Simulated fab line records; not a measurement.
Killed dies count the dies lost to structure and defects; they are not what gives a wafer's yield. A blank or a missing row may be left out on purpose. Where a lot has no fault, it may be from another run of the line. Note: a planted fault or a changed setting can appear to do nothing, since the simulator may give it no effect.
The tool behind it: which one? | flow gf180mcu | Sampling: 12 lots, 36 wafers, 6 of 602 route steps

== WHAT THE GAUGES SHOWED, per wafer ==
GF_V1_CD_MEAS_14: target cd 260 nm. Usual: cd_nm at 260.0 nm, with a standard deviation of 1.3.
lot  | measured     | on        | cd_nm (nm)        | flag
L587 | day 19 15:17 | cd_sem-02 | 258.5 257.8 258.6 |
L588 | day 20 00:16 | cd_sem-01 | 257.3 257.4 258.2 |
L591 | day 21 14:26 | cd_sem-01 | 261.1 261.4 261.0 |
L592 | day 22 12:10 | cd_sem-02 | 260.7 260.1 261.4 |
L593 | day 22 15:14 | cd_sem-02 | 260.1 260.5 260.3 |
L598 | day 23 20:04 | cd_sem-02 | 261.0 260.7 260.0 |
L599 | day 24 01:28 | cd_sem-02 | 260.1 259.5 259.7 |
L600 | day 24 07:41 | cd_sem-02 | 258.1 259.3 259.2 |
L603 | day 25 07:32 | cd_sem-01 | 261.1 260.4 261.5 |
L604 | day 25 17:10 | cd_sem-02 | 260.7 259.6 260.5 |
L605 | day 26 00:44 | cd_sem-01 | 260.6 260.7 260.8 |
L606 | day 26 04:33 | cd_sem-02 | 261.4 260.3 260.8 |

GF_V1_RS_MEAS_24: measurement is done with a four-point probe. Usual: for V1_W_RS the level is 0.329 ohm/sq and the standard deviation is 0.003.
lot  | measured     | on            | V1_W_RS (ohm/sq)     | flag
L587 | day 19 16:19 | film_metro-03 | 0.331 0.329 0.326    |
L588 | day 20 01:19 | film_metro-03 | 0.338 0.332 0.337    |
L591 | day 21 15:28 | film_metro-02 | 0.332 0.335 0.330    |
L592 | day 22 13:13 | film_metro-03 | 0.332 0.326 0.328    |
L593 | day 22 16:19 | film_metro-04 | 0.329 0.326 0.332    |
L598 | day 23 21:07 | film_metro-02 | 43.470 44.524 44.976 | OFF
L599 | day 24 02:30 | film_metro-03 | 43.378 43.841 44.588 | OFF
L600 | day 24 08:43 | film_metro-02 | 43.483 44.054 43.259 | OFF
L603 | day 25 08:40 | film_metro-03 | 0.326 0.327 0.330    |
L604 | day 25 18:13 | film_metro-02 | 0.329 0.332 0.333    |
L605 | day 26 01:50 | film_metro-02 | 0.327 0.329 0.330    |
L606 | day 26 05:40 | film_metro-02 | 0.329 0.322 0.327    |

GF_V1_THK_MEAS_25: measures by xrf. Usual: for V1_W_THK the level is 344 nm and the standard deviation is 4.2.
lot  | measured     | on            | V1_W_THK (nm) | flag
L587 | day 19 16:26 | film_metro-03 | 342 344 347   |
L588 | day 20 01:26 | film_metro-03 | 338 342 338   |
L591 | day 21 15:34 | film_metro-02 | 343 340 347   |
L592 | day 22 13:20 | film_metro-03 | 349 356 352   |
L593 | day 22 16:25 | film_metro-04 | 340 346 336   |
L598 | day 23 21:14 | film_metro-02 | <0 <0 <0      | OFF
L599 | day 24 02:37 | film_metro-03 | <0 <0 <0      | OFF
L600 | day 24 08:50 | film_metro-02 | <0 <0 <0      | OFF
L603 | day 25 08:47 | film_metro-03 | 350 347 347   |
L604 | day 25 18:20 | film_metro-02 | 345 344 341   |
L605 | day 26 01:57 | film_metro-02 | 344 342 341   |
L606 | day 26 05:46 | film_metro-02 | 341 350 344   |

GF_M2_CD_MEAS_14: target cd 280 nm. Usual: cd_nm at 280.5 nm, with a standard deviation of 1.3.
lot  | measured     | on        | cd_nm (nm)        | flag
L587 | day 20 17:08 | cd_sem-02 | 280.8 280.6 280.7 |
L588 | day 21 02:25 | cd_sem-01 | 279.5 279.5 279.8 |
L591 | day 22 15:35 | cd_sem-01 | 279.8 281.0 281.5 |
L592 | day 23 13:10 | cd_sem-01 | 281.6 281.3 280.3 |
L593 | day 23 15:44 | cd_sem-02 | 280.5 278.1 280.0 |
L603 | day 26 05:50 | cd_sem-02 | 279.9 280.0 280.8 |
L604 | day 26 15:07 | cd_sem-02 | 279.7 280.7 280.4 |
L605 | day 26 22:56 | cd_sem-02 | 281.0 281.5 280.3 |
L606 | day 27 03:09 | cd_sem-02 | 279.2 281.0 278.9 |

== TOOL THAT RAN EACH LOT (tool first, then ch and the chambers of the sampled wafers, then the start) ==
lot  | GF_M1_METAL_ETCH_16               | GF_V1_CVD_23
L587 | rie_metal-02 ch 0,1, day 18 13:10 | cvd_w-02 ch 0,1, day 19 16:11
L588 | rie_metal-04 ch 0,1, day 18 22:22 | cvd_w-01 ch 0,1, day 20 01:11
L591 | rie_metal-04 ch 1, day 20 13:40   | cvd_w-01 ch 0,1, day 21 15:20
L592 | rie_metal-04 ch 0,1, day 21 10:50 | cvd_w-02 ch 0,1, day 22 13:07
L593 | rie_metal-01 ch 0,1, day 21 14:14 | cvd_w-02 ch 0,1, day 22 16:11
L598 | rie_metal-02 ch 1, day 22 19:55   | cvd_w-02 ch 0,1, day 23 21:01
L599 | rie_metal-02 ch 1, day 23 01:50   | cvd_w-02 ch 0,1, day 24 02:22
L600 | rie_metal-04 ch 0, day 23 08:22   | cvd_w-01 ch 0, day 24 08:35
L603 | rie_metal-01 ch 0,1, day 24 08:55 | cvd_w-01 ch 0,1, day 25 08:34
L604 | rie_metal-04 ch 0,1, day 24 18:49 | cvd_w-02 ch 0,1, day 25 18:07
L605 | rie_metal-04 ch 0,1, day 25 02:10 | cvd_w-01 ch 0,1, day 26 01:42
L606 | rie_metal-01 ch 0,1, day 25 06:25 | cvd_w-01 ch 0,1, day 26 05:32
- GF_M1_METAL_ETCH_16: etches the open film in Cl2/BCl3, stops on SiO2, target depth 750.8 nm, time 125.1 s.
- GF_V1_CVD_23: deposits W, target thk 350 nm, time 105.05 s.

== AS READ BY THE TOOLS THEMSELVES (means over the sampled wafers that have a number; for cases with no such wafer, the mark the record gives instead) ==
GF_M1_METAL_ETCH_16. Usual: drypump_motor_current_A 5.6 A, standard deviation 0.67; oes_product_au 0.986 a.u., standard deviation 0.01; throttle_valve_pct 28.234 %, standard deviation 0.013.
lot  | tool         | drypump_motor_current_A (A) | oes_product_au (a.u.) | throttle_valve_pct (%) | flag
L587 | rie_metal-02 | 6.1                         | 0.979                 | 28.250                 |
L588 | rie_metal-04 | 5.4                         | 0.979                 | 28.232                 |
L591 | rie_metal-04 | 5.8                         | 0.978                 | 28.239                 |
L592 | rie_metal-04 | 5.0                         | 0.990                 | 28.227                 |
L593 | rie_metal-01 | 6.3                         | 0.989                 | 28.231                 |
L598 | rie_metal-02 | 5.9                         | 0.976                 | 28.253                 |
L599 | rie_metal-02 | 5.9                         | 0.972                 | 28.249                 |
L600 | rie_metal-04 | 4.6                         | 0.993                 | 28.227                 |
L603 | rie_metal-01 | 6.3                         | 0.990                 | 28.235                 |
L604 | rie_metal-04 | 5.4                         | 0.997                 | 28.222                 |
L605 | rie_metal-04 | 5.0                         | 0.995                 | 28.230                 |
L606 | rie_metal-01 | 6.3                         | 0.989                 | 28.236                 |

GF_V1_CVD_23. Usual: chamber_pressure_Torr 40.00 Torr, standard deviation 0.075; heater_power_outer_w 533 W, standard deviation 47; heater_power_w 888 W, standard deviation 47.
lot  | tool     | chamber_pressure_Torr (Torr) | heater_power_outer_w (W) | heater_power_w (W) | flag
L587 | cvd_w-02 | 39.98                        | 554                      | 893                |
L588 | cvd_w-01 | 39.99                        | 489                      | 844                |
L591 | cvd_w-01 | 39.97                        | 484                      | 865                |
L592 | cvd_w-02 | 40.05                        | 544                      | 907                |
L593 | cvd_w-02 | 40.04                        | 552                      | 903                |
L598 | cvd_w-02 | -                            | -                        | -                  | OFF
L599 | cvd_w-02 | -                            | -                        | -                  | OFF
L600 | cvd_w-01 | -                            | -                        | -                  | OFF
L603 | cvd_w-01 | 40.03                        | 483                      | 865                |
L604 | cvd_w-02 | 40.05                        | 562                      | 891                |
L605 | cvd_w-01 | 39.97                        | 476                      | 841                |
L606 | cvd_w-01 | 39.92                        | 493                      | 859                |

== THE ANSWER, worked out from the rows above alone ==
Rule: take the mean of a lot's wafers that have a number; if it is more than 3 standard deviations from the usual mean, the lot is off. A lot without any number at a reading at which 4 lots or more have one is off too. The other lots that the step has rows for count as sound. After the gauges, taken in route order, come the tools' own readings; for these a lot's mean is taken, as printed above. At the first step where some lot is off, the reading lying furthest off is the one used; lots without a number count as furthest.
Off: L598, L599, L600, seen at GF_V1_RS_MEAS_24 (V1_W_RS).
A tool fits if, at a process step before that reading, it ran every lot that is off, and no sound lot after the first of them. The gauges at GF_V1_RS_MEAS_24 aren't tried: what is off there is off at GF_V1_CVD_23 too, on other tools, and a gauge's error can't cause that. No candidate that was tried fits.

== WHAT WAS PUT IN BY THE SIMULATOR ==
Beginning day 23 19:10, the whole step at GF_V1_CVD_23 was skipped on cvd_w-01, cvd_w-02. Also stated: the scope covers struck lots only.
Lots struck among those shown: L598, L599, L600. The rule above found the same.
